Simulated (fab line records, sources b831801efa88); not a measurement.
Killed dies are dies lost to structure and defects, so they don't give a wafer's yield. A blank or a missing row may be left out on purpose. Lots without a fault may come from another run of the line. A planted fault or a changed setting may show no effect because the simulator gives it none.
fab line records | flow sky130
record lots=6 wafers=18 last_day=50
route steps=708 shown VT_ADJUST_NCORE@128 VT_ADJUST_HVTR@131 VT_ADJUST_PCH@143 PAD_OPEN@708
lots that met no fault: from a run of the same line without faults
start_h: hours from the record's first day to the start of the lot's first wafer shown | wait_h: hours since the lot's step before | " the same as in the row above | L1.1+2: a row that stands for several wafers | - no value, or no start given | * or withheld: withheld | < > ~ a bound
route shown NAME@n: a module of which the file shows steps, and the number in the route of the first | usual: mean/standard deviation of fault-free wafers | same: alike in all rows | chamber/n: place in a boat | sites: the reading at each site | _std_site: their standard deviation | _edge_site: outer sites' mean less inner sites' | radius_mm: how far each site lies from the wafer's centre | mask NAME#n: copy n | behind: the tool/chamber that last shaped the wafer | hold: why the lot was held/for how many hours/how that ended | device: the transistor (n, p or np) that didn't switch | end of line: the same wafers' tests at the end of the route | a step without rows: its recipe alone | killed: dies lost to structure and defects at the first sort, not the wafer's yield | map: a wafer's dies, x killed, . not, _ none there
set.NAME: the setting as run; set.NAME@STEP: as run at that earlier step | model.NAME: the simulator's own value behind a step, which no gauge read
lots at some steps of the route; a table a step, a row a wafer
services: from which hour (start_h, from the record's first day; less than 0 if before it) a tool's chamber was out of use, for how many hours, and why
## steps
# step SKY_VT_ADJUST_NCORE_IMPLANT_09
# recipe species=B energy_kev=10 dose_cm2=2.4e+12 tilt_deg=withheld
# step SKY_VT_ADJUST_NCORE_STRIP_10
# recipe chemistry=O2/N2 power_w=1400 pressure_mtorr=1500 platen_temp_c=withheld o2_flow_sccm=3000 n2_flow_sccm=300 overash_fraction=0.5
# usual drypump_motor_current_A=5.39/0.19 o2_flow_sccm=3000/8.7 oes_product_au=0.716/0.0045 strip_time_to_endpoint_s=14.17/0.052
# same overash_fraction=0.5
# columns lot.wafer tool chamber start_h wait_h drypump_motor_current_A o2_flow_sccm oes_product_au rf_hours_counter_h strip_time_to_endpoint_s
L133.1 plasma_asher-01 0 186.60 0.1 5.44 2995 0.713 7 14.23
L133.4 " 0 " " 5.44 3009 0.712 - 14.19
L133.6 " 1 " " 5.49 2986 0.727 - 14.17
L139.1 plasma_asher-02 1 231.65 0.1 5.48 3005 0.715 52 14.20
L139.4 " 0 " " 5.62 3008 0.722 - 14.21
L139.5 " 0 " " 5.56 3003 0.712 - 14.20
L147.2 plasma_asher-04 0 300.85 0.1 5.32 3004 0.729 49 14.17
L147.4 " 1 " " 4.99 3001 0.718 - 14.19
L147.6 " 0 " " 5.32 3016 0.710 - 14.17
L148.3 plasma_asher-02 0 302.38 0.1 5.61 3011 0.710 - 14.21
L148.5 " 0 " " 5.57 3007 0.717 - 14.20
L148.6 " 1 " " 5.51 3006 0.715 - 14.21
L149.2 plasma_asher-01 0 309.60 0.1 5.44 2992 0.710 18 14.15
L149.4 " 0 " " 5.43 2998 0.711 - 14.18
L149.5 " 1 " " 5.46 3005 0.713 - 14.10
L155.1 plasma_asher-01 0 346.95 0.1 5.43 3001 0.713 22 14.15
L155.2 " 1 " " 5.47 3007 0.714 22 14.15
L155.4 " 1 " " 5.47 2996 0.708 - 14.19
# step SKY_VT_ADJUST_NCORE_TW_MEAS_11
# usual VT_ADJUST_NCORE_TW=218.1/1.4
# columns lot.wafer tool chamber start_h wait_h VT_ADJUST_NCORE_TW
L133.1 film_metro-03 - 186.70 0.1 219.6
L133.4 " - " " 219.9
L133.6 " - " " 219.9
L139.1 film_metro-02 - 231.75 0.1 218.9
L139.4 " - " " 219.0
L139.5 " - " " 218.5
L147.2 film_metro-01 - 300.96 0.1 215.7
L147.4 " - " " 217.2
L147.6 " - " " 215.5
L148.3 film_metro-02 - 302.47 0.1 218.9
L148.5 " - " " 219.3
L148.6 " - " " 218.2
L149.2 film_metro-02 - 309.71 0.1 219.9
L149.4 " - " " 218.2
L149.5 " - " " 218.6
L155.1 film_metro-03 - 347.05 0.1 216.8
L155.2 " - " " 216.6
L155.4 " - " " 216.6
# step SKY_VT_ADJUST_HVTR_DEHYDRATE_00
# recipe temp_c=200 time_s=60
# step SKY_VT_ADJUST_HVTR_HMDS_01
# recipe prime_time_s=60 prime_temp_c=120
# step SKY_VT_ADJUST_HVTR_COAT_02
# recipe resist=NOVOLAK spin_rpm=3000 resist_thk_nm=1140
# step SKY_VT_ADJUST_HVTR_SOFTBAKE_03
# recipe temp_c=90 time_s=60 resist=NOVOLAK
# step SKY_VT_ADJUST_HVTR_EXPOSE_04
# recipe mask_id=HVTRM target_cd_nm=380 na=0.6 source_shape=conventional sigma_outer=0.6 dose_mj=150
# step SKY_VT_ADJUST_HVTR_PEB_05
# recipe temp_c=withheld time_s=* resist=NOVOLAK
# step SKY_VT_ADJUST_HVTR_DEVELOP_06
# recipe develop_time_s=60 dev_temp_c=23
# step SKY_VT_ADJUST_HVTR_CD_MEAS_07
# recipe target_cd_nm=380
# usual cd_nm=381.0/2.6
# columns lot.wafer tool chamber start_h wait_h cd_nm
L133.1 cd_sem-01 - 207.33 0.1 380.2
L133.4 " - " " 378.4
L133.6 " - " " 379.4
L139.1 cd_sem-02 - 255.34 0.1 385.1
L139.4 " - " " 382.6
L139.5 " - " " 384.9
L147.2 cd_sem-01 - 327.01 0.1 380.9
L147.4 " - " " 382.3
L147.6 " - " " 380.7
L148.3 cd_sem-01 - 329.05 0.2 380.0
L148.5 " - " " 381.7
L148.6 " - " " 378.9
L149.2 cd_sem-01 - 336.20 0.1 381.4
L149.4 " - " " 383.7
L149.5 " - " " 380.9
L155.1 cd_sem-02 - 374.54 0.1 379.3
L155.2 " - " " 377.9
L155.4 " - " " 378.5
# step SKY_VT_ADJUST_HVTR_OVL_MEAS_08
# usual VT_ADJUST_HVTR_OVL=-0.5/1.3
# columns lot.wafer tool chamber start_h wait_h VT_ADJUST_HVTR_OVL[nm]
L133.1 overlay-02 - 207.45 0.1 0.1
L133.4 " - " " -0.2
L133.6 " - " " 0.0
L139.1 overlay-02 - 255.46 0.1 -0.9
L139.4 " - " " -0.2
L139.5 " - " " 0.2
L147.2 overlay-02 - 327.12 0.1 -1.0
L147.4 " - " " -0.1
L147.6 " - " " -0.7
L148.3 overlay-01 - 329.14 0.1 -0.5
L148.5 " - " " -1.5
L148.6 " - " " 0.2
L149.2 overlay-01 - 336.30 0.1 -3.0
L149.4 " - " " -1.1
L149.5 " - " " -1.2
L155.1 overlay-02 - 374.66 0.1 1.6
L155.2 " - " " 1.7
L155.4 " - " " 1.0
# step SKY_VT_ADJUST_HVTR_IMPLANT_09
# recipe species=B energy_kev=10 dose_cm2=2.1e+12 tilt_deg=withheld
# usual beam_energy_keV=10.001/0.003 dose_ions_cm2=2.0995e+12/2.5e+09 faraday_current_uA=11.84/0.24
# columns lot.wafer tool chamber start_h wait_h beam_energy_keV dose_ions_cm2 faraday_current_uA
L133.1 implanter-01 0 207.48 0.0 10.001 2.0975e+12 12.17
L133.4 " 0 " " 10.002 2.0976e+12 11.61
L133.6 " 0 " " 10.003 2.0987e+12 11.80
L139.1 implanter-04 0 255.50 0.0 10.007 2.1021e+12 11.99
L139.4 " 0 " " 9.9955 2.1006e+12 11.74
L139.5 " 0 " " 9.9997 2.1015e+12 11.84
L147.2 implanter-04 0 327.17 0.0 9.9984 1.4894e+12 8.72
L147.4 " 0 " " 10.000 1.494e+12 8.38
L147.6 " 0 " " 9.9973 1.4899e+12 8.64
L148.3 implanter-04 0 329.22 0.1 10.002 1.4888e+12 8.45
L148.5 " 0 " " 9.9984 1.4946e+12 8.10
L148.6 " 0 " " 10.005 1.4913e+12 8.45
L149.2 implanter-02 0 336.36 0.0 9.9984 2.0957e+12 12.00
L149.4 " 0 " " 9.9980 2.1013e+12 12.11
L149.5 " 0 " " 9.9936 2.0982e+12 12.14
L155.1 implanter-01 0 374.70 0.0 9.9994 2.1022e+12 12.05
L155.2 " 0 " " 9.9973 2.1e+12 11.98
L155.4 " 0 " " 9.9971 2.0968e+12 11.72
# step SKY_VT_ADJUST_HVTR_STRIP_10
# recipe chemistry=O2/N2 power_w=1400 pressure_mtorr=1500 platen_temp_c=withheld o2_flow_sccm=3000 n2_flow_sccm=300 overash_fraction=0.5
# usual drypump_motor_current_A=5.6/0.32 o2_flow_sccm=2999/8.3 oes_product_au=0.716/0.0046 strip_time_to_endpoint_s=14.19/0.039
# same overash_fraction=0.5
# columns lot.wafer tool chamber start_h wait_h drypump_motor_current_A o2_flow_sccm oes_product_au rf_hours_counter_h strip_time_to_endpoint_s
L133.1 plasma_asher-02 1 207.63 0.1 5.5 2999 0.724 50 14.15
L133.4 " 0 " " 5.6 2998 0.712 - 14.19
L133.6 " 0 " " 5.6 2995 0.708 - 14.15
L139.1 plasma_asher-04 0 255.65 0.1 5.3 3003 0.716 44 14.13
L139.4 " 0 " " 5.3 3008 0.717 - 14.10
L139.5 " 0 " " 5.3 2998 0.719 - 14.13
L147.2 plasma_asher-03 0 327.30 0.1 6.0 2992 0.715 63 14.19
L147.4 " 1 " " 5.9 2988 0.716 - 14.22
L147.6 " 1 " " 5.9 2988 0.717 - 14.23
L148.3 plasma_asher-02 1 329.35 0.1 5.5 3004 0.715 - 14.22
L148.5 " 0 " " 5.6 2998 0.712 - 14.13
L148.6 " 1 " " 5.5 2998 0.713 - 14.18
L149.2 plasma_asher-04 1 336.48 0.1 5.0 3000 0.725 52 14.13
L149.4 " 0 " " 5.3 3006 0.716 - 14.11
L149.5 " 1 " " 5.0 3002 0.720 - 14.18
L155.1 plasma_asher-04 1 374.85 0.1 5.0 2988 0.714 56 14.20
L155.2 " 0 " " 5.4 2995 0.715 56 14.17
L155.4 " 0 " " 5.4 2995 0.714 - 14.14
# step SKY_VT_ADJUST_HVTR_TW_MEAS_11
# usual VT_ADJUST_HVTR_TW=209.5/2.4
# columns lot.wafer tool chamber start_h wait_h VT_ADJUST_HVTR_TW
L133.1 film_metro-01 - 207.73 0.1 206.0
L133.4 " - " " 207.3
L133.6 " - " " 207.2
L139.1 film_metro-03 - 255.75 0.1 210.5
L139.4 " - " " 210.3
L139.5 " - " " 211.7
L147.2 film_metro-01 - 327.41 0.1 190.0
L147.4 " - " " 188.8
L147.6 " - " " 189.6
L148.3 film_metro-03 - 329.44 0.1 191.6
L148.5 " - " " 189.8
L148.6 " - " " 189.9
L149.2 film_metro-04 - 336.59 0.1 212.8
L149.4 " - " " 211.7
L149.5 " - " " 213.0
L155.1 film_metro-03 - 374.95 0.1 210.4
L155.2 " - " " 209.6
L155.4 " - " " 209.5
# step SKY_VT_ADJUST_PCH_DEHYDRATE_00
# recipe temp_c=200 time_s=60
# step SKY_PAD_OPEN_PROBE_99
# usual killed_at_M0_to_M3=42/6.7 killed_at_M4_up=3.4/2 killed_at_contacts=24/5.1 killed_at_front_end=14/4.2 killed_at_other=0.2/0.49 killed_dies=84/8.4 killed_open=46/7 killed_short=39/5.8
# same gross_dies=492 killed_at_back_side=0
# columns lot.wafer tool chamber start_h wait_h killed_at_M0_to_M3 killed_at_M4_up killed_at_contacts killed_at_front_end killed_at_other killed_dies killed_open killed_short model.etest.pfet_01v8_mvt.drive_ua_um model.etest.pfet_01v8_mvt.off_log10_a_um model.etest.pfet_01v8_mvt.vt_sat_v model.etest.pfet_01v8_mvt.vt_v model.etest.pfet_01v8_mvt.vt_long_v
L133.1 prober-02 - 1083.41 0.1 57 3 18 12 1 91 53 38 149.9 -10.98 -0.5795 -0.6615 -0.8662
L133.4 prober-02 - 1083.56 0.2 40 8 22 14 0 84 40 44 149.1 -10.85 -0.5798 -0.6631 -0.8666
L133.6 prober-02 - 1083.66 0.2 39 6 20 15 0 80 42 38 152.7 -10.68 -0.5702 -0.6549 -0.8642
L139.1 prober-02 - 1121.27 0.1 40 6 21 6 0 73 37 36 151.9 -10.53 -0.5641 -0.6491 -0.8499
L139.4 prober-02 - 1121.42 0.2 42 0 20 13 0 75 41 34 153.1 -10.47 -0.5563 -0.6446 -0.8499
L139.5 prober-02 - 1121.47 0.2 42 1 32 10 0 85 49 36 149.2 -10.68 -0.566 -0.6502 -0.8532
L147.2 prober-02 - 1175.62 0.1 43 4 24 13 0 84 41 43 140.4 -11.77 -0.6561 -0.7266 -0.9274
L147.4 prober-02 - 1175.72 0.2 45 3 18 17 0 83 42 41 141 -11.93 -0.6586 -0.7319 -0.9326
L147.6 prober-02 - 1175.82 0.2 39 9 23 11 0 82 46 36 141.7 -11.79 -0.6577 -0.7309 -0.9324
L148.3 prober-01 - 1177.38 0.2 51 6 18 10 0 85 44 41 138.9 -12.1 -0.6679 -0.7353 -0.9344
L148.5 prober-01 - 1177.48 0.2 44 5 19 12 0 80 51 29 140.9 -11.89 -0.6598 -0.729 -0.9274
L148.6 prober-01 - 1177.53 0.2 39 3 23 16 0 81 42 39 140.5 -11.88 -0.6628 -0.7373 -0.931
L149.2 prober-02 - 1181.86 0.1 37 5 24 7 0 73 41 32 154.7 -10.81 -0.5795 -0.6703 -0.8765
L149.4 prober-02 - 1181.96 0.2 43 2 16 18 0 79 40 39 152.2 -11.07 -0.5891 -0.6781 -0.8858
L149.5 prober-02 - 1182.01 0.2 24 8 19 17 2 70 28 42 150.2 -11.03 -0.5911 -0.6744 -0.8798
L155.1 prober-01 - 1207.42 0.1 40 9 25 12 0 86 40 46 152.1 -10.37 -0.5319 -0.6238 -0.8371
L155.2 prober-01 - 1207.47 0.1 53 2 29 14 0 98 55 43 157.9 -10 -0.5262 -0.6186 -0.8356
L155.4 prober-01 - 1207.57 0.2 45 2 23 11 0 81 50 31 154.2 -10.09 -0.5203 -0.6171 -0.8317
# killed by level:class
L133.1 VIA2:geometric_particle:open=11 VIA1:geometric_particle:open=9 METAL2:geometric_particle:short=7 LI_CONTACT:geometric_particle:open=6 CONTACT:geometric_particle:open=6 VIA3:geometric_particle:open=6 METAL3:geometric_particle:short=6 VIA2:geometric_particle:short=5
L133.4 CONTACT:geometric_particle:open=7 VIA3:geometric_particle:open=6 VIA1:geometric_particle:open=6 METAL2:geometric_particle:short=6 METAL4:geometric_particle:short=6 LI_CONTACT:geometric_particle:open=5 CONTACT:geometric_particle:short=5 METAL1:geometric_particle:short=5
L133.6 VIA1:geometric_particle:open=10 VIA3:geometric_particle:open=7 LI_CONTACT:geometric_particle:open=5 METAL2:geometric_particle:short=5 FIELD_ISO:geometric_particle:short=4 FIELD_ISO:geometric_particle:open=4 CONTACT:geometric_particle:short=4 CONTACT:geometric_particle:open=4
L139.1 VIA1:geometric_particle:open=10 VIA3:geometric_particle:open=7 CONTACT:geometric_particle:open=6 VIA3:geometric_particle:short=5 LI_CONTACT:geometric_particle:open=5 METAL4:geometric_particle:short=5 LI_CONTACT:geometric_particle:short=4 METAL2:geometric_particle:short=4
L139.4 VIA1:geometric_particle:open=15 LI_CONTACT:geometric_particle:open=5 METAL2:geometric_particle:short=5 FIELD_ISO:geometric_particle:short=4 POLY_GATE:geometric_particle:open=4 CONTACT:geometric_particle:short=4 CONTACT:geometric_particle:open=4 METAL1:geometric_particle:short=4
L139.5 LI_CONTACT:geometric_particle:open=10 VIA1:geometric_particle:open=10 CONTACT:geometric_particle:short=8 VIA3:geometric_particle:open=8 CONTACT:geometric_particle:open=6 VIA2:geometric_particle:open=6 METAL1:geometric_particle:short=5 FIELD_ISO:geometric_particle:short=4
L147.2 VIA1:geometric_particle:open=10 CONTACT:geometric_particle:open=8 VIA3:geometric_particle:open=7 FIELD_ISO:geometric_particle:short=5 VIA1:geometric_particle:short=5 LI_CONTACT:geometric_particle:open=5 CONTACT:geometric_particle:short=5 METAL1:geometric_particle:short=5
L147.4 VIA1:geometric_particle:open=12 FIELD_ISO:geometric_particle:open=7 FIELD_ISO:geometric_particle:short=7 LI_CONTACT:geometric_particle:open=7 VIA3:geometric_particle:short=6 VIA3:geometric_particle:open=6 METAL1:geometric_particle:short=5 VIA1:geometric_particle:short=4
L147.6 VIA3:geometric_particle:open=9 LI_CONTACT:geometric_particle:open=8 METAL2:geometric_particle:short=8 CONTACT:geometric_particle:open=7 VIA2:geometric_particle:open=7 METAL4:geometric_particle:short=6 FIELD_ISO:geometric_particle:short=4 LOCAL_INTERCONNECT:geometric_particle:short=4
L148.3 VIA3:geometric_particle:open=11 CONTACT:geometric_particle:open=10 VIA2:geometric_particle:short=7 VIA2:geometric_particle:open=7 VIA1:geometric_particle:open=5 METAL4:geometric_particle:short=5 METAL3:geometric_particle:short=5 VIA3:geometric_particle:short=5
L148.5 VIA1:geometric_particle:open=13 LI_CONTACT:geometric_particle:open=9 CONTACT:geometric_particle:open=8 VIA3:geometric_particle:open=6 METAL2:geometric_particle:short=5 POLY_GATE:geometric_particle:open=4 METAL1:geometric_particle:short=4 VIA1:geometric_particle:short=4
L148.6 VIA1:geometric_particle:open=8 LI_CONTACT:geometric_particle:short=7 VIA2:geometric_particle:open=7 METAL1:geometric_particle:short=6 POLY_GATE:geometric_particle:open=5 VIA3:geometric_particle:open=5 LOCAL_INTERCONNECT:geometric_particle:short=5 FIELD_ISO:geometric_particle:open=4
L149.2 CONTACT:geometric_particle:open=9 VIA2:geometric_particle:open=8 CONTACT:geometric_particle:short=7 METAL2:geometric_particle:short=7 VIA1:geometric_particle:open=6 LI_CONTACT:geometric_particle:open=5 VIA3:geometric_particle:open=4 POLY_GATE:geometric_particle:short=3
L149.4 VIA1:geometric_particle:open=8 VIA3:geometric_particle:open=8 METAL1:geometric_particle:short=7 METAL2:geometric_particle:short=7 FIELD_ISO:geometric_particle:short=6 POLY_GATE:geometric_particle:open=5 CONTACT:geometric_particle:open=4 VIA2:geometric_particle:open=4
L149.5 VIA1:geometric_particle:open=8 FIELD_ISO:geometric_particle:short=7 METAL4:geometric_particle:short=5 CONTACT:geometric_particle:short=4 CONTACT:geometric_particle:open=4 FIELD_ISO:geometric_particle:open=3 POLY_GATE:geometric_particle:short=3 VIA3:geometric_particle:open=3
L155.1 METAL4:geometric_particle:short=9 LI_CONTACT:geometric_particle:open=8 CONTACT:geometric_particle:short=8 METAL2:geometric_particle:short=8 CONTACT:geometric_particle:open=6 METAL1:geometric_particle:open=6 METAL1:geometric_particle:short=4 VIA1:geometric_particle:open=4
L155.2 VIA1:geometric_particle:open=12 CONTACT:geometric_particle:open=10 LI_CONTACT:geometric_particle:open=8 METAL1:geometric_particle:short=7 VIA3:geometric_particle:open=7 POLY_GATE:geometric_particle:short=5 CONTACT:geometric_particle:short=5 METAL2:geometric_particle:short=5
L155.4 VIA1:geometric_particle:open=13 CONTACT:geometric_particle:open=10 LI_CONTACT:geometric_particle:open=7 VIA1:geometric_particle:short=5 VIA2:geometric_particle:open=5 FIELD_ISO:geometric_particle:open=4 VIA3:geometric_particle:open=4 METAL1:geometric_particle:short=4
## services
# columns tool chamber start_h hours kind
implanter-01 - 172.42 5.5 pm
implanter-02 - 185.39 3.7 repair
implanter-02 - 186.50 4.1 repair
plasma_asher-02 - 191.94 1.1 repair
implanter-04 - 199.06 9.6 repair
implanter-04 - 229.86 1.6 repair
implanter-04 - 233.16 2.6 pm
implanter-02 - 277.49 3.7 pm
implanter-04 - 292.20 2.7 repair
plasma_asher-03 - 333.11 1.4 repair
implanter-04 - 338.89 13.8 repair
implanter-02 - 339.65 2.0 repair
## key
first_sign step=SKY_VT_ADJUST_HVTR_IMPLANT_09 reading=dose_ions_cm2 direction=down sigmas=99+ usual=* struck=*
effect step=SKY_VT_ADJUST_HVTR_IMPLANT_09 reading=faraday_current_uA direction=down sigmas=14 usual=11.84 struck=8.46
effect step=SKY_VT_ADJUST_HVTR_TW_MEAS_11 reading=VT_ADJUST_HVTR_TW direction=down sigmas=8 usual=209.5 struck=189.9
model_effect step=SKY_PAD_OPEN_PROBE_99 value=etest.pfet_01v8_mvt.drive_ua_um without=152.1 struck=140.6
met_at SKY_VT_ADJUST_HVTR_IMPLANT_09
struck_wafers L147.2,L147.4,L147.6,L148.3,L148.5,L148.6
tester_left_out L147,L148
onset_between 255.50 327.17
fault kind=process_parameter_drift tool=implanter-04 chamber=- onset_h=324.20 steps=SKY_VT_ADJUST_HVTR_IMPLANT_09 channel=dose_cm2 offset=* shape=step end_h=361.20 acts_in=* stated=*
# tester_left_out: of these lots the tester's yield and bins aren't shown, on N5 and GAA mostly nor the transistor test; their killed dies are dies lost to structure and defects alone, not to doping, threshold or leakage, so they don't give the yield
